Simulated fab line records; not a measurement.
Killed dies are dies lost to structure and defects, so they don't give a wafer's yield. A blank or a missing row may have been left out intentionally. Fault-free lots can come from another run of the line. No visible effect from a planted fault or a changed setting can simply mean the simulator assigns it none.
The tool behind it: which one? | flow gf180mcu | Sampling: 14 lots, 42 wafers, 3 of 602 route steps

WHAT THE GAUGES READ, wafer by wafer
GF_V3_THK_MEAS_25: measures by xrf. Usual: V3_W_THK typically reads 349 nm, with standard deviation 5.4.
lot  | measured     | on            | V3_W_THK (nm) | flag
L904 | day 22 20:49 | film metro-04 | 347 351 347   |
L907 | day 23 21:58 | film metro-04 | 353 354 356   |
L908 | day 24 01:07 | film metro-04 | 351 347 349   |
L909 | day 24 17:45 | film metro-04 | 338 346 348   |
L911 | day 25 10:14 | film metro-03 | 351 346 353   |
L912 | day 25 13:02 | film metro-04 | 351 345 345   |
L914 | day 26 11:46 | film metro-04 | 353 353 359   |
L916 | day 27 01:02 | film metro-01 | 348 347 342   |
L917 | day 27 13:21 | film metro-03 | 351 348 352   |
L920 | day 28 04:10 | film metro-03 | 355 351 355   |
L923 | day 28 21:13 | film metro-04 | 343 343 342   |
L924 | day 29 04:52 | film metro-04 | 348 349 344   |
L925 | day 29 10:52 | film metro-03 | 348 346 340   |
L926 | day 29 20:20 | film metro-01 | 346 343 346   |

WHICH TOOL RAN EACH LOT (tool, then ch and the chambers of the sampled wafers, then the start)
lot  | GF_M3_SPUTTER_02             | GF_M3_SPUTTER_03
L904 | pvd sputter-03, day 20 18:28 | pvd sputter-03, day 20 18:30
L907 | pvd sputter-03, day 21 21:07 | pvd sputter-03, day 21 21:08
L908 | pvd sputter-01, day 22 00:59 | pvd sputter-01, day 22 01:01
L909 | pvd sputter-02, day 22 18:34 | pvd sputter-02, day 22 18:35
L911 | pvd sputter-02, day 23 11:47 | pvd sputter-02, day 23 11:49
L912 | pvd sputter-02, day 23 14:34 | pvd sputter-02, day 23 14:35
L914 | pvd sputter-02, day 24 13:45 | pvd sputter-02, day 24 13:47
L916 | pvd sputter-02, day 25 05:14 | pvd sputter-02, day 25 05:16
L917 | pvd sputter-02, day 25 17:14 | pvd sputter-02, day 25 17:16
L920 | pvd sputter-01, day 26 08:25 | pvd sputter-01, day 26 08:26
L923 | pvd sputter-02, day 27 02:52 | pvd sputter-02, day 27 02:53
L924 | pvd sputter-01, day 27 11:49 | pvd sputter-01, day 27 11:50
L925 | pvd sputter-02, day 27 17:43 | pvd sputter-02, day 27 17:45
L926 | pvd sputter-01, day 28 02:55 | pvd sputter-01, day 28 02:57
- GF_M3_SPUTTER_02: material AlCu, target thk 450 nm, time 23.9 s.
- GF_M3_SPUTTER_03: material Ti, target thk 10 nm, time 6.7 s.

WHAT THE TOOLS THEMSELVES READ (means of the sampled wafers that have a number; where no wafer has one, the mark that the record gives instead)
GF_M3_SPUTTER_02. Usual: cathode dc power W 10600 W, standard deviation 1.7; throttle valve pct 29.7 %, standard deviation 0.85.
lot  | tool           | cathode dc power W (W) | throttle valve pct (%) | flag
L904 | pvd sputter-03 | 10601                  | 28.4                   |
L907 | pvd sputter-03 | 10598                  | 27.7                   |
L908 | pvd sputter-01 | 10599                  | 29.9                   |
L909 | pvd sputter-02 | 10601                  | 30.0                   |
L911 | pvd sputter-02 | 10599                  | 29.8                   |
L912 | pvd sputter-02 | 10599                  | 29.8                   |
L914 | pvd sputter-02 | 10599                  | 29.8                   |
L916 | pvd sputter-02 | 10600                  | 30.6                   |
L917 | pvd sputter-02 | 10599                  | 29.9                   |
L920 | pvd sputter-01 | 10598                  | 29.8                   |
L923 | pvd sputter-02 | 10598                  | 30.1                   |
L924 | pvd sputter-01 | 10600                  | 29.8                   |
L925 | pvd sputter-02 | 10601                  | 30.0                   |
L926 | pvd sputter-01 | 10600                  | 29.4                   |

GF_M3_SPUTTER_03. Usual: cathode dc power W 3000.0 W, standard deviation 0.6; throttle valve pct 29.7 %, standard deviation 0.8.
lot  | tool           | cathode dc power W (W) | throttle valve pct (%) | flag
L904 | pvd sputter-03 | 2999.7                 | 28.3                   |
L907 | pvd sputter-03 | 3000.4                 | 28.0                   |
L908 | pvd sputter-01 | 2999.7                 | 30.1                   |
L909 | pvd sputter-02 | 2999.5                 | 30.0                   |
L911 | pvd sputter-02 | 3000.1                 | 29.7                   |
L912 | pvd sputter-02 | 2999.9                 | 29.6                   |
L914 | pvd sputter-02 | 3000.0                 | 29.7                   |
L916 | pvd sputter-02 | 2999.9                 | 30.3                   |
L917 | pvd sputter-02 | 2999.5                 | 29.9                   |
L920 | pvd sputter-01 | 3000.3                 | 29.9                   |
L923 | pvd sputter-02 | 3000.0                 | 29.9                   |
L924 | pvd sputter-01 | 2999.7                 | 30.0                   |
L925 | pvd sputter-02 | 2999.7                 | 29.9                   |
L926 | pvd sputter-01 | 3000.0                 | 29.6                   |

THE ANSWER, worked out from the rows above alone
Rule: take the mean of a lot's wafers that have a number; if it is more than 3 standard deviations from the usual mean, the lot is off. Also off: a lot with no number at a reading for which 4 or more lots have one. All remaining lots with rows at the step are treated as sound. The gauges are gone through in route order, then the tools' own readings, and for those a lot's mean is taken as printed above. At the first step where some lot is off, the reading lying furthest off is the one used; lots without a number count as furthest.
No lot is off on any of the readings shown, so nothing can be concluded from this.

WHAT THE SIMULATOR PUT IN
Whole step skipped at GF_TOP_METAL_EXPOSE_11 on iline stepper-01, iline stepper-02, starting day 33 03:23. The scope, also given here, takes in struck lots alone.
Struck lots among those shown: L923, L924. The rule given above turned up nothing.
